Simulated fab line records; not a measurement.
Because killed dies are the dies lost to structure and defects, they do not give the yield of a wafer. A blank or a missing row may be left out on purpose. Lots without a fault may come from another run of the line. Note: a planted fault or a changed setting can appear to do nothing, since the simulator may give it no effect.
Problem report, 8D (eight disciplines) form, completed by code ; flow sky130 ; the parts of the form that need people (team, actions taken, sign-off) are left out

== 1. WHAT WENT WRONG ==
Across 6 wafers from 2 lots, METAL5_ALCU_THK at SKY_METAL5_THK_MEAS_06 averages 1308 nm, while fault-free wafers read 1169 nm with a standard deviation of 11. That puts it +13 standard deviations away from the usual mean.
The step: measures by xrf.
Earliest sighting: wafer L424.2 on film_metro-04 at day 46 15:08. Wafers with a number at this step in the record: 30, from 10 lots. By rule, "out" or "out of limits" means more than 4 standard deviations away from the usual mean. The other wafers with a number count as sound.

== 2. WHAT IT IS, WHAT IT ISN'T ==
question;is;is not
which readings at this step;METAL5_ALCU_THK;-
which lots;L424, L426;L410, L412, L415, L416, L429, L430, L431, L432
which wafers of those lots;all that have a number;-
read on which gauges;film_metro-04;film_metro-01, film_metro-02
when;from day 46 15:08;"up to then (12 sound wafers); but 12 sound wafers of L429, L430, L431, L432 came after"

== 3. WHAT RULES OUT EACH SUSPECT ==
Counting: a tool stays on the suspect list if, at a process step up to the reading, it processed all lots that are out and no sound lot following the first of them.
- the gauge at SKY_METAL5_THK_MEAS_06: ruled out. All the wafers that are out were read on film_metro-04, but those of them that SKY_PASSIVATION_ETCH_11 has rows for are out there too, on other tools.
- pvd_sputter-02 at SKY_METAL5_SPUTTER_04 (material TiN, target thk 70 nm, time 58.3 s): kept. It processed each lot that is out, first L424 at day 46 14:58, and no sound lot thereafter; up to then, the last sound lot it processed was L416 at day 44 22:16.
Left after counting: pvd_sputter-02 at SKY_METAL5_SPUTTER_04.

== 4. THE CAUSE (what the simulator had put in) ==
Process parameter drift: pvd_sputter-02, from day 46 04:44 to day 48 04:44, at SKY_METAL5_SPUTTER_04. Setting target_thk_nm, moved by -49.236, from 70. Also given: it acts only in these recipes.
Counting left only this tool.

== 5. SEQUENCE OF EFFECTS, ordered by route ==
Each row: a reading whose mean over the struck wafers that have a number lies more than 3 standard deviations from the usual. Readings are gone through only where the record gives a usual standard deviation; hours: the median, over the lots, of the time from a lot's start at the first step in this table giving one to that lot's start at this step; sigmas: the change measured in usual standard deviations.
hours;step;reading;usual;on struck wafers;change;sigmas
0;SKY_METAL5_THK_MEAS_06;METAL5_ALCU_THK;1169 nm;1308;+139;+13
19;SKY_METAL5_METAL_ETCH_15;oes_product_au;0.895 a.u.;0.878;-0.017;-3.3
39;SKY_PASSIVATION_ETCH_11;oes_product_au;0.977 a.u.;0.932;-0.045;-5.9
The process steps in it:
- SKY_METAL5_METAL_ETCH_15: etches the open film in Cl2/BCl3, stops on SiO2, target depth 1260 nm, time 252 s.
- SKY_PASSIVATION_ETCH_11: etches the open film in CF4/O2, stops on AlCu, target depth 725 nm, time 161.1 s.
At these later measuring or inspecting steps, every struck wafer for which the step has a row has a number for every such reading, and none has moved that far: SKY_PAD_OPEN_BOW_MEAS_13.

== 6. WHAT WOULD HAVE CAUGHT IT SOONER ==
In this record the first reading out of limits at a measuring or inspecting step was taken at day 46 15:08, 10 hours after the fault began at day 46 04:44.
Tool readings at SKY_METAL5_SPUTTER_04 with a usual standard deviation given in the record: none out on any struck wafer, hence no alarm at a limit of 4 standard deviations on them.
Of the lots that are out (2), L426 began SKY_METAL5_SPUTTER_04 on pvd_sputter-02 after day 46 15:08. A tool hold placed at that time would have kept it from harm.
